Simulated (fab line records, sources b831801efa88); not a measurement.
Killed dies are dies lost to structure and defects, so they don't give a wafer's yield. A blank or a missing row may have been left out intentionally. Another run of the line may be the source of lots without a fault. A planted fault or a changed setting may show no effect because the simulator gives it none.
fab line records ; flow sky130 ; part 1 of 2: steps 1 to 29 of 41
[record] lots = 5; wafers = 15; last_day = 49
route steps=708 shown VT_ADJUST_LVTN@113 VT_ADJUST_NCORE@119 VT_ADJUST_HVTR@131 VT_ADJUST_PCH@143
lots that met no fault: from a run of the same line without faults
start_h: hours from the record's first day to the start of the lot's first wafer shown ; wait_h: hours since the lot's step before ; " as in the row above ; L1.1+2: one row covering several wafers at once ; - no value, or no start given ; * or withheld: withheld ; < > ~ a bound
route shown NAME@n: names a module that has steps shown in the file, with the first one's number in the route ; usual: mean/standard deviation taken from wafers without a fault ; same: alike in all rows ; chamber/n: place in a boat ; sites: readings site by site ; _std_site: the standard deviation of these ; _edge_site: mean of outer sites minus mean of inner sites ; radius_mm: for every site, how far away it sits from the centre of the wafer ; mask NAME#n: copy n ; behind: the last tool/chamber to shape the wafer ; hold: what put the lot on hold/how long, in hours/how the hold closed ; device: transistor that didn't switch, given as n, p or np ; end of line: the same wafers' tests at the end of the route ; step lacking rows: just its recipe ; killed: count of dies lost to structure and defects at first sort (not the wafer's yield) ; map: shows each die of a wafer: x if killed, . if not, _ if none is there
set.NAME: setting as actually run; set.NAME@STEP: the setting as run at that earlier step ; model.NAME: the simulator's own value behind a step, which no gauge read
certain route steps with their lots: each step a table, each wafer a row
services: a tool's chamber out of use, with start hour (start_h, from the record's first day; less than 0 if before it), hours out, and reason
[[steps]]
[step SKY_VT_ADJUST_LVTN_PEB_16]
[recipe] temp_c = withheld; time_s = *; resist = NOVOLAK
lot.wafer;tool;chamber;start_h;wait_h
L074.4+5+6;litho_track-04;0;-;-
L075.1+2+4;litho_track-03;0;-;-
L080.4+5+6;litho_track-02;0;-;-
L086.1+3+6;litho_track-04;0;-;-
L090.1+5+6;litho_track-03;0;-;-
[step SKY_VT_ADJUST_LVTN_DEVELOP_17]
[recipe] resist = NOVOLAK; developer = TMAH; develop_time_s = 60; dev_temp_c = 23
lot.wafer;tool;chamber;start_h;wait_h
L074.4+5+6;litho_track-04;0;166.58;0.1
L075.1+2+4;litho_track-03;0;171.61;0.1
L080.4+5+6;litho_track-02;0;203.72;0.1
L086.1+3+6;litho_track-04;0;239.91;0.1
L090.1+5+6;litho_track-03;0;270.41;0.1
[step SKY_VT_ADJUST_LVTN_OVL_MEAS_18]
[usual] VT_ADJUST_LVTN_01_OVL = -1.6/1.2
lot.wafer;tool;chamber;start_h;wait_h;VT_ADJUST_LVTN_01_OVL[nm]
L074.4;overlay-02;-;166.67;0.1;-0.9
L074.5;overlay-02;-;166.67;0.1;-1.8
L074.6;overlay-02;-;166.67;0.1;-0.4
L075.1;overlay-01;-;171.76;0.1;-0.9
L075.2;overlay-01;-;171.76;0.1;-2.9
L075.4;overlay-01;-;171.76;0.1;-1.9
L080.4;overlay-02;-;203.81;0.1;-2.9
L080.5;overlay-02;-;203.81;0.1;-1.9
L080.6;overlay-02;-;203.81;0.1;0.1
L086.1;overlay-01;-;240.06;0.1;-4.0
L086.3;overlay-01;-;240.06;0.1;-3.4
L086.6;overlay-01;-;240.06;0.1;-2.0
L090.1;overlay-01;-;270.56;0.1;-3.6
L090.5;overlay-01;-;270.56;0.1;0.2
L090.6;overlay-01;-;270.56;0.1;-0.9
[step SKY_VT_ADJUST_LVTN_IMPLANT_19]
[recipe] species = B; energy_kev = 30; dose_cm2 = 6.5e+11; tilt_deg = withheld
lot.wafer;tool;chamber;start_h;wait_h
L074.4+5+6;implanter-01;0;166.77;0.1
L075.1+2+4;implanter-04;0;171.80;0.0
L080.4+5+6;implanter-01;0;203.90;0.1
L086.1+3+6;implanter-03;0;240.09;0.0
L090.1+5+6;implanter-03;0;270.59;0.0
[step SKY_VT_ADJUST_LVTN_STRIP_20]
[recipe] chemistry = O2/N2; power_w = 1400; pressure_mtorr = 1500; platen_temp_c = withheld; o2_flow_sccm = 3000; n2_flow_sccm = 300; overash_fraction = 0.5
[usual] drypump_motor_current_A = 6.0/0.42; n2_flow_sccm = 299.9/0.81; oes_product_au = 0.715/0.0041; strip_time_to_endpoint_s = 14.17/0.041
lot.wafer;tool;chamber;start_h;wait_h;drypump_motor_current_A;n2_flow_sccm;oes_product_au;rf_hours_counter_h;strip_time_to_endpoint_s
L074.4;plasma_asher-02;1;166.88;0.1;5.2;300.1;0.724;-;14.21
L074.5;plasma_asher-02;1;166.88;0.1;5.2;300.8;0.711;-;14.21
L074.6;plasma_asher-02;0;166.88;0.1;6.4;299.3;0.717;-;14.24
L075.1;plasma_asher-03;1;171.95;0.1;6.5;299.0;0.718;46;14.16
L075.2;plasma_asher-03;0;171.95;0.1;5.8;299.0;0.717;46;14.13
L075.4;plasma_asher-03;1;171.95;0.1;6.5;300.1;0.714;-;14.16
L080.4;plasma_asher-04;1;204.01;0.1;6.2;300.4;0.719;-;14.14
L080.5;plasma_asher-04;0;204.01;0.1;6.1;300.5;0.717;-;14.15
L080.6;plasma_asher-04;1;204.01;0.1;6.2;298.4;0.712;-;14.22
L086.1;plasma_asher-04;0;240.24;0.1;6.0;299.7;0.718;55;14.18
L086.3;plasma_asher-04;1;240.24;0.1;6.3;300.6;0.718;-;14.18
L086.6;plasma_asher-04;0;240.24;0.1;6.0;298.8;0.712;-;14.19
L090.1;plasma_asher-02;1;270.74;0.1;5.2;301.1;0.721;15;14.13
L090.5;plasma_asher-02;0;270.74;0.1;6.4;299.3;0.717;-;14.15
L090.6;plasma_asher-02;1;270.74;0.1;5.2;300.4;0.712;-;14.18
[step SKY_VT_ADJUST_LVTN_TW_MEAS_21]
[usual] VT_ADJUST_LVTN_2_TW = 187.6/1.7
lot.wafer;tool;chamber;start_h;wait_h;VT_ADJUST_LVTN_2_TW
L074.4;film_metro-02;-;166.97;0.1;189.0
L074.5;film_metro-02;-;166.97;0.1;187.9
L074.6;film_metro-02;-;166.97;0.1;187.5
L075.1;film_metro-02;-;172.05;0.1;188.0
L075.2;film_metro-02;-;172.05;0.1;188.5
L075.4;film_metro-02;-;172.05;0.1;187.7
L080.4;film_metro-02;-;204.11;0.1;188.3
L080.5;film_metro-02;-;204.11;0.1;189.2
L080.6;film_metro-02;-;204.11;0.1;188.4
L086.1;film_metro-02;-;240.34;0.1;187.4
L086.3;film_metro-02;-;240.34;0.1;187.5
L086.6;film_metro-02;-;240.34;0.1;187.6
L090.1;film_metro-04;-;270.84;0.1;183.8
L090.5;film_metro-04;-;270.84;0.1;183.2
L090.6;film_metro-04;-;270.84;0.1;183.5
[step SKY_VT_ADJUST_NCORE_DEHYDRATE_00]
[recipe] temp_c = 200; time_s = 60
lot.wafer;tool;chamber;start_h;wait_h
L074.4+5+6;litho_track-04;0;177.33;10.3
L075.1+2+4;litho_track-03;0;181.46;9.4
L080.4+5+6;litho_track-03;0;214.43;10.3
L086.1+3+6;litho_track-01;0;251.15;10.8
L090.1+5+6;litho_track-04;0;282.36;11.5
[step SKY_VT_ADJUST_NCORE_HMDS_01]
[recipe] prime_time_s = 60; prime_temp_c = 120
[usual] prime_temp_c = 119.99/0.14
[same] prime_time_s = 60
lot.wafer;tool;chamber;start_h;wait_h;prime_temp_c
L074.4;litho_track-04;0;177.48;0.1;120.00
L074.5;litho_track-04;0;177.48;0.1;120.12
L074.6;litho_track-04;0;177.48;0.1;120.15
L075.1;litho_track-03;0;181.61;0.1;120.06
L075.2;litho_track-03;0;181.61;0.1;120.00
L075.4;litho_track-03;0;181.61;0.1;120.06
L080.4;litho_track-03;0;214.58;0.1;120.03
L080.5;litho_track-03;0;214.58;0.1;120.04
L080.6;litho_track-03;0;214.58;0.1;119.85
L086.1;litho_track-01;0;251.30;0.1;120.21
L086.3;litho_track-01;0;251.30;0.1;119.97
L086.6;litho_track-01;0;251.30;0.1;120.10
L090.1;litho_track-04;0;282.51;0.1;120.11
L090.5;litho_track-04;0;282.51;0.1;119.89
L090.6;litho_track-04;0;282.51;0.1;119.97
[step SKY_VT_ADJUST_NCORE_COAT_02]
[recipe] resist = NOVOLAK; spin_rpm = 3000; resist_thk_nm = 1140
lot.wafer;tool;chamber;start_h;wait_h
L074.4+5+6;litho_track-04;0;177.63;0.1
L075.1+2+4;litho_track-03;0;181.76;0.1
L080.4+5+6;litho_track-03;0;214.73;0.1
L086.1+3+6;litho_track-01;0;251.45;0.1
L090.1+5+6;litho_track-04;0;282.66;0.1
[step SKY_VT_ADJUST_NCORE_SOFTBAKE_03]
[recipe] temp_c = 90; time_s = 60; resist = NOVOLAK
lot.wafer;tool;chamber;start_h;wait_h
L074.4+5+6;litho_track-04;0;177.78;0.1
L075.1+2+4;litho_track-03;0;181.91;0.1
L080.4+5+6;litho_track-03;0;214.88;0.1
L086.1+3+6;litho_track-01;0;251.60;0.1
L090.1+5+6;litho_track-04;0;282.81;0.1
[step SKY_VT_ADJUST_NCORE_EXPOSE_04]
[recipe] mask_id = LVTN_COMPLEMENT_THIN; na = 0.6; source_shape = conventional; sigma_outer = 0.6; polarization = unpolarized; target_cd_nm = 380; dose_mj = 139
[usual] exposure_dose_mJ_cm2 = 139.00/0.14
[same] na = 0.6
lot.wafer;tool;chamber;start_h;wait_h;mask;exposure_dose_mJ_cm2
L074.4;iline_stepper-02;0;-;-;LVTN_COMPLEMENT_THIN#0;138.98
L074.5;iline_stepper-02;0;-;-;LVTN_COMPLEMENT_THIN#0;139.05
L074.6;iline_stepper-02;0;-;-;LVTN_COMPLEMENT_THIN#0;139.13
L075.1;iline_stepper-01;0;-;-;LVTN_COMPLEMENT_THIN#0;138.97
L075.2;iline_stepper-01;0;-;-;LVTN_COMPLEMENT_THIN#0;139.30
L075.4;iline_stepper-01;0;-;-;LVTN_COMPLEMENT_THIN#0;139.10
L080.4;iline_stepper-01;0;-;-;LVTN_COMPLEMENT_THIN#0;139.08
L080.5;iline_stepper-01;0;-;-;LVTN_COMPLEMENT_THIN#0;138.96
L080.6;iline_stepper-01;0;-;-;LVTN_COMPLEMENT_THIN#0;139.07
L086.1;iline_stepper-01;0;-;-;LVTN_COMPLEMENT_THIN#0;139.14
L086.3;iline_stepper-01;0;-;-;LVTN_COMPLEMENT_THIN#0;138.77
L086.6;iline_stepper-01;0;-;-;LVTN_COMPLEMENT_THIN#0;139.06
L090.1;iline_stepper-01;0;-;-;LVTN_COMPLEMENT_THIN#0;139.02
L090.5;iline_stepper-01;0;-;-;LVTN_COMPLEMENT_THIN#0;138.89
L090.6;iline_stepper-01;0;-;-;LVTN_COMPLEMENT_THIN#0;139.03
[step SKY_VT_ADJUST_NCORE_PEB_05]
[recipe] temp_c = withheld; time_s = *; resist = NOVOLAK
lot.wafer;tool;chamber;start_h;wait_h
L074.4+5+6;litho_track-04;0;-;-
L075.1+2+4;litho_track-01;0;-;-
L080.4+5+6;litho_track-04;0;-;-
L086.1+3+6;litho_track-04;0;-;-
L090.1+5+6;litho_track-03;0;-;-
[step SKY_VT_ADJUST_NCORE_DEVELOP_06]
[recipe] resist = NOVOLAK; developer = TMAH; develop_time_s = 60; dev_temp_c = 23
lot.wafer;tool;chamber;start_h;wait_h
L074.4+5+6;litho_track-04;0;187.78;0.1
L075.1+2+4;litho_track-01;0;192.65;0.1
L080.4+5+6;litho_track-04;0;225.33;0.1
L086.1+3+6;litho_track-04;0;263.81;0.1
L090.1+5+6;litho_track-03;0;295.56;0.1
[step SKY_VT_ADJUST_NCORE_CD_MEAS_07]
[recipe] target_cd_nm = 380
[usual] cd_nm = 380.5/3
lot.wafer;tool;chamber;start_h;wait_h;cd_nm
L074.4;cd_sem-01;-;187.92;0.1;377.8
L074.5;cd_sem-01;-;187.92;0.1;379.7
L074.6;cd_sem-01;-;187.92;0.1;380.4
L075.1;cd_sem-02;-;192.80;0.1;376.6
L075.2;cd_sem-02;-;192.80;0.1;378.7
L075.4;cd_sem-02;-;192.80;0.1;380.7
L080.4;cd_sem-01;-;225.47;0.1;379.5
L080.5;cd_sem-01;-;225.47;0.1;376.5
L080.6;cd_sem-01;-;225.47;0.1;377.3
L086.1;cd_sem-02;-;263.96;0.1;387.8
L086.3;cd_sem-02;-;263.96;0.1;386.0
L086.6;cd_sem-02;-;263.96;0.1;387.2
L090.1;cd_sem-01;-;295.71;0.1;384.6
L090.5;cd_sem-01;-;295.71;0.1;382.0
L090.6;cd_sem-01;-;295.71;0.1;386.4
[step SKY_VT_ADJUST_NCORE_OVL_MEAS_08]
[usual] VT_ADJUST_NCORE_OVL = 0.6/1.3
lot.wafer;tool;chamber;start_h;wait_h;VT_ADJUST_NCORE_OVL[nm]
L074.4;overlay-02;-;187.99;0.1;0.8
L074.5;overlay-02;-;187.99;0.1;-0.5
L074.6;overlay-02;-;187.99;0.1;-1.1
L075.1;overlay-02;-;192.92;0.1;0.1
L075.2;overlay-02;-;192.92;0.1;-1.1
L075.4;overlay-02;-;192.92;0.1;1.0
L080.4;overlay-02;-;225.54;0.1;1.0
L080.5;overlay-02;-;225.54;0.1;2.0
L080.6;overlay-02;-;225.54;0.1;0.4
L086.1;overlay-01;-;264.08;0.1;0.4
L086.3;overlay-01;-;264.08;0.1;-3.2
L086.6;overlay-01;-;264.08;0.1;-1.1
L090.1;overlay-02;-;295.83;0.1;0.0
L090.5;overlay-02;-;295.83;0.1;1.1
L090.6;overlay-02;-;295.83;0.1;0.8
[step SKY_VT_ADJUST_NCORE_IMPLANT_09]
[recipe] species = B; energy_kev = 10; dose_cm2 = 2.4e+12; tilt_deg = withheld
lot.wafer;tool;chamber;start_h;wait_h
L074.4+5+6;implanter-02;0;188.09;0.1
L075.1+2+4;implanter-03;0;192.96;0.0
L080.4+5+6;implanter-02;0;225.64;0.1
L086.1+3+6;implanter-03;0;264.11;0.0
L090.1+5+6;implanter-03;0;295.86;0.0
[step SKY_VT_ADJUST_NCORE_STRIP_10]
[recipe] chemistry = O2/N2; power_w = 1400; pressure_mtorr = 1500; platen_temp_c = withheld; o2_flow_sccm = 3000; n2_flow_sccm = 300; overash_fraction = 0.5
[usual] drypump_motor_current_A = 6.0/0.42; n2_flow_sccm = 300.3/0.9; oes_product_au = 0.716/0.0043; strip_time_to_endpoint_s = 14.16/0.037
lot.wafer;tool;chamber;start_h;wait_h;drypump_motor_current_A;n2_flow_sccm;oes_product_au;rf_hours_counter_h;strip_time_to_endpoint_s
L074.4;plasma_asher-04;0;188.20;0.1;6.1;299.4;0.713;-;14.22
L074.5;plasma_asher-04;0;188.20;0.1;6.1;299.6;0.713;-;14.18
L074.6;plasma_asher-04;1;188.20;0.1;6.2;300.6;0.721;-;14.20
L075.1;plasma_asher-02;0;193.11;0.1;6.3;299.6;0.715;7;14.17
L075.2;plasma_asher-02;1;193.11;0.1;5.2;300.5;0.711;7;14.20
L075.4;plasma_asher-02;0;193.11;0.1;6.3;299.9;0.721;-;14.17
L080.4;plasma_asher-04;0;225.74;0.1;6.1;301.4;0.722;-;14.22
L080.5;plasma_asher-04;1;225.74;0.1;6.2;300.2;0.715;-;14.20
L080.6;plasma_asher-04;0;225.74;0.1;6.1;300.3;0.713;-;14.16
L086.1;plasma_asher-02;0;264.26;0.1;6.4;299.3;0.719;15;14.13
L086.3;plasma_asher-02;0;264.26;0.1;6.4;299.5;0.723;-;14.13
L086.6;plasma_asher-02;1;264.26;0.1;5.2;300.5;0.721;-;14.11
L090.1;plasma_asher-02;0;296.01;0.1;6.3;300.3;0.706;18;14.18
L090.5;plasma_asher-02;0;296.01;0.1;6.3;301.5;0.722;-;14.11
L090.6;plasma_asher-02;1;296.01;0.1;5.2;298.8;0.715;-;14.09
[step SKY_VT_ADJUST_NCORE_TW_MEAS_11]
[usual] VT_ADJUST_NCORE_TW = 218.8/1.9
lot.wafer;tool;chamber;start_h;wait_h;VT_ADJUST_NCORE_TW
L074.4;film_metro-02;-;188.29;0.1;219.4
L074.5;film_metro-02;-;188.29;0.1;218.6
L074.6;film_metro-02;-;188.29;0.1;219.1
L075.1;film_metro-01;-;193.21;0.1;219.5
L075.2;film_metro-01;-;193.21;0.1;219.6
L075.4;film_metro-01;-;193.21;0.1;219.1
L080.4;film_metro-02;-;225.84;0.1;220.6
L080.5;film_metro-02;-;225.84;0.1;221.2
L080.6;film_metro-02;-;225.84;0.1;220.1
L086.1;film_metro-01;-;264.36;0.1;219.6
L086.3;film_metro-01;-;264.36;0.1;221.0
L086.6;film_metro-01;-;264.36;0.1;220.0
L090.1;film_metro-02;-;296.11;0.1;218.3
L090.5;film_metro-02;-;296.11;0.1;219.2
L090.6;film_metro-02;-;296.11;0.1;217.8
[step SKY_VT_ADJUST_HVTR_DEHYDRATE_00]
[recipe] temp_c = 200; time_s = 60
lot.wafer;tool;chamber;start_h;wait_h
L074.4+5+6;litho_track-03;0;199.03;10.7
L075.1+2+4;litho_track-01;0;203.45;10.2
L080.4+5+6;litho_track-01;0;236.48;10.6
L086.1+3+6;litho_track-02;0;275.64;11.3
L090.1+5+6;litho_track-03;0;308.16;12.0
[step SKY_VT_ADJUST_HVTR_HMDS_01]
[recipe] prime_time_s = 60; prime_temp_c = 120
[usual] prime_temp_c = 120.01/0.12
[same] prime_time_s = 60
lot.wafer;tool;chamber;start_h;wait_h;prime_temp_c
L074.4;litho_track-03;0;199.18;0.1;120.08
L074.5;litho_track-03;0;199.18;0.1;120.23
L074.6;litho_track-03;0;199.18;0.1;120.24
L075.1;litho_track-01;0;203.60;0.1;119.90
L075.2;litho_track-01;0;203.60;0.1;120.00
L075.4;litho_track-01;0;203.60;0.1;119.73
L080.4;litho_track-01;0;236.63;0.1;120.01
L080.5;litho_track-01;0;236.63;0.1;119.84
L080.6;litho_track-01;0;236.63;0.1;119.99
L086.1;litho_track-02;0;275.79;0.1;119.91
L086.3;litho_track-02;0;275.79;0.1;120.04
L086.6;litho_track-02;0;275.79;0.1;120.17
L090.1;litho_track-03;0;308.31;0.1;120.13
L090.5;litho_track-03;0;308.31;0.1;120.04
L090.6;litho_track-03;0;308.31;0.1;120.12
[step SKY_VT_ADJUST_HVTR_COAT_02]
[recipe] resist = NOVOLAK; spin_rpm = 3000; resist_thk_nm = 1140
lot.wafer;tool;chamber;start_h;wait_h
L074.4+5+6;litho_track-03;0;199.33;0.1
L075.1+2+4;litho_track-01;0;203.75;0.1
L080.4+5+6;litho_track-01;0;236.78;0.1
L086.1+3+6;litho_track-02;0;275.94;0.1
L090.1+5+6;litho_track-03;0;308.46;0.1
[step SKY_VT_ADJUST_HVTR_SOFTBAKE_03]
[recipe] temp_c = 90; time_s = 61.54; resist = NOVOLAK
[usual] plate_sensor_t_centre_C = 90.758/0.0096; plate_sensor_t_edge_C = 90.830/0.011; softbake_temp_c = 90.03/0.12
lot.wafer;tool;chamber;start_h;wait_h;plate_sensor_t_centre_C;plate_sensor_t_edge_C;softbake_temp_c
L074.4;litho_track-03;0;199.48;0.1;90.755;90.830;89.91
L074.5;litho_track-03;0;199.48;0.1;90.749;90.843;89.86
L074.6;litho_track-03;0;199.48;0.1;90.763;90.817;89.67
L075.1;litho_track-01;0;203.90;0.1;90.762;90.823;89.91
L075.2;litho_track-01;0;203.90;0.1;90.755;90.816;90.04
L075.4;litho_track-01;0;203.90;0.1;90.760;90.819;89.89
L080.4;litho_track-01;0;236.93;0.1;90.772;90.826;90.10
L080.5;litho_track-01;0;236.93;0.1;90.758;90.830;89.93
L080.6;litho_track-01;0;236.93;0.1;90.743;90.853;90.12
L086.1;litho_track-02;0;276.09;0.1;90.767;90.824;90.15
L086.3;litho_track-02;0;276.09;0.1;90.769;90.850;90.02
L086.6;litho_track-02;0;276.09;0.1;90.761;90.814;90.08
L090.1;litho_track-03;0;308.61;0.1;90.766;90.828;89.99
L090.5;litho_track-03;0;308.61;0.1;90.770;90.825;90.09
L090.6;litho_track-03;0;308.61;0.1;90.769;90.834;90.16
[step SKY_VT_ADJUST_HVTR_EXPOSE_04]
[recipe] mask_id = HVTRM; target_cd_nm = 380; na = 0.6; source_shape = conventional; sigma_outer = 0.6; dose_mj = 150
[usual] exposure_dose_mJ_cm2 = 149.94/0.14
[same] na = 0.6
lot.wafer;tool;chamber;start_h;wait_h;mask;exposure_dose_mJ_cm2
L074.4;iline_stepper-01;0;-;-;HVTRM#0;149.84
L074.5;iline_stepper-01;0;-;-;HVTRM#0;149.92
L074.6;iline_stepper-01;0;-;-;HVTRM#0;149.92
L075.1;iline_stepper-01;0;-;-;HVTRM#0;149.66
L075.2;iline_stepper-01;0;-;-;HVTRM#0;149.85
L075.4;iline_stepper-01;0;-;-;HVTRM#0;149.82
L080.4;iline_stepper-01;0;-;-;HVTRM#0;150.12
L080.5;iline_stepper-01;0;-;-;HVTRM#0;150.11
L080.6;iline_stepper-01;0;-;-;HVTRM#0;149.90
L086.1;iline_stepper-01;0;-;-;HVTRM#0;149.88
L086.3;iline_stepper-01;0;-;-;HVTRM#0;149.92
L086.6;iline_stepper-01;0;-;-;HVTRM#0;149.83
L090.1;iline_stepper-01;0;-;-;HVTRM#0;149.93
L090.5;iline_stepper-01;0;-;-;HVTRM#0;149.93
L090.6;iline_stepper-01;0;-;-;HVTRM#0;149.86
[step SKY_VT_ADJUST_HVTR_PEB_05]
[recipe] temp_c = withheld; time_s = *; resist = NOVOLAK
lot.wafer;tool;chamber;start_h;wait_h
L074.4+5+6;litho_track-01;0;-;-
L075.1+2+4;litho_track-02;0;-;-
L080.4+5+6;litho_track-02;0;-;-
L086.1+3+6;litho_track-03;0;-;-
L090.1+5+6;litho_track-01;0;-;-
[step SKY_VT_ADJUST_HVTR_DEVELOP_06]
[recipe] develop_time_s = 60; dev_temp_c = 23
lot.wafer;tool;chamber;start_h;wait_h
L074.4+5+6;litho_track-01;0;209.83;0.1
L075.1+2+4;litho_track-02;0;214.69;0.1
L080.4+5+6;litho_track-02;0;248.32;0.1
L086.1+3+6;litho_track-03;0;288.66;0.1
L090.1+5+6;litho_track-01;0;321.65;0.1
[step SKY_VT_ADJUST_HVTR_CD_MEAS_07]
[recipe] target_cd_nm = 380
[usual] cd_nm = 380.8/3
lot.wafer;tool;chamber;start_h;wait_h;cd_nm
L074.4;cd_sem-02;-;209.96;0.1;381.6
L074.5;cd_sem-02;-;209.96;0.1;380.3
L074.6;cd_sem-02;-;209.96;0.1;382.3
L075.1;cd_sem-02;-;214.84;0.1;378.2
L075.2;cd_sem-02;-;214.84;0.1;377.1
L075.4;cd_sem-02;-;214.84;0.1;380.5
L080.4;cd_sem-02;-;248.45;0.1;380.8
L080.5;cd_sem-02;-;248.45;0.1;378.8
L080.6;cd_sem-02;-;248.45;0.1;379.1
L086.1;cd_sem-02;-;288.81;0.1;381.1
L086.3;cd_sem-02;-;288.81;0.1;379.6
L086.6;cd_sem-02;-;288.81;0.1;379.6
L090.1;cd_sem-01;-;321.80;0.1;381.3
L090.5;cd_sem-01;-;321.80;0.1;382.0
L090.6;cd_sem-01;-;321.80;0.1;381.1
[step SKY_VT_ADJUST_HVTR_OVL_MEAS_08]
[usual] VT_ADJUST_HVTR_OVL = -0.4/1.6
lot.wafer;tool;chamber;start_h;wait_h;VT_ADJUST_HVTR_OVL[nm]
L074.4;overlay-01;-;210.04;0.1;-2.5
L074.5;overlay-01;-;210.04;0.1;-0.7
L074.6;overlay-01;-;210.04;0.1;0.2
L075.1;overlay-02;-;214.96;0.1;-1.2
L075.2;overlay-02;-;214.96;0.1;-0.6
L075.4;overlay-02;-;214.96;0.1;-1.6
L080.4;overlay-02;-;248.53;0.1;-0.5
L080.5;overlay-02;-;248.53;0.1;-1.9
L080.6;overlay-02;-;248.53;0.1;-1.7
L086.1;overlay-02;-;288.93;0.1;0.7
L086.3;overlay-02;-;288.93;0.1;0.8
L086.6;overlay-02;-;288.93;0.1;0.2
L090.1;overlay-02;-;321.92;0.1;0.5
L090.5;overlay-02;-;321.92;0.1;0.3
L090.6;overlay-02;-;321.92;0.1;0.2
[step SKY_VT_ADJUST_HVTR_IMPLANT_09]
[recipe] species = B; energy_kev = 10; dose_cm2 = 2.1e+12; tilt_deg = withheld
lot.wafer;tool;chamber;start_h;wait_h
L074.4+5+6;implanter-04;0;210.13;0.1
L075.1+2+4;implanter-02;0;215.00;0.0
L080.4+5+6;implanter-02;0;248.62;0.1
L086.1+3+6;implanter-01;0;288.96;0.0
L090.1+5+6;implanter-04;0;321.96;0.0
[step SKY_VT_ADJUST_HVTR_STRIP_10]
[recipe] chemistry = O2/N2; power_w = 1400; pressure_mtorr = 1500; platen_temp_c = withheld; o2_flow_sccm = 3000; n2_flow_sccm = 300; overash_fraction = 0.5
[usual] drypump_motor_current_A = 6.12/0.23; n2_flow_sccm = 300.0/0.95; oes_product_au = 0.716/0.0044; strip_time_to_endpoint_s = 14.17/0.04
lot.wafer;tool;chamber;start_h;wait_h;drypump_motor_current_A;n2_flow_sccm;oes_product_au;rf_hours_counter_h;strip_time_to_endpoint_s
L074.4;plasma_asher-03;0;210.24;0.1;5.80;299.1;0.721;-;14.17
L074.5;plasma_asher-03;1;210.24;0.1;6.50;300.1;0.713;-;14.18
L074.6;plasma_asher-03;0;210.24;0.1;5.79;299.7;0.708;-;14.14
L075.1;plasma_asher-04;1;215.15;0.1;6.23;298.6;0.708;52;14.22
L075.2;plasma_asher-04;0;215.15;0.1;6.15;300.3;0.722;52;14.22
L075.4;plasma_asher-04;0;215.15;0.1;6.12;299.5;0.718;-;14.22
L080.4;plasma_asher-03;0;248.73;0.1;5.78;300.1;0.714;-;14.19
L080.5;plasma_asher-03;0;248.73;0.1;5.80;298.2;0.715;-;14.24
L080.6;plasma_asher-03;1;248.73;0.1;6.53;300.1;0.712;-;14.16
L086.1;plasma_asher-04;1;289.11;0.1;6.24;299.7;0.718;60;14.18
L086.3;plasma_asher-04;0;289.11;0.1;6.05;299.2;0.712;-;14.13
L086.6;plasma_asher-04;1;289.11;0.1;6.24;299.3;0.717;-;14.18
L090.1;plasma_asher-04;1;322.11;0.1;6.25;299.3;0.708;63;14.19
L090.5;plasma_asher-04;1;322.11;0.1;6.24;299.7;0.714;-;14.21
L090.6;plasma_asher-04;0;322.11;0.1;6.11;302.5;0.720;-;14.22
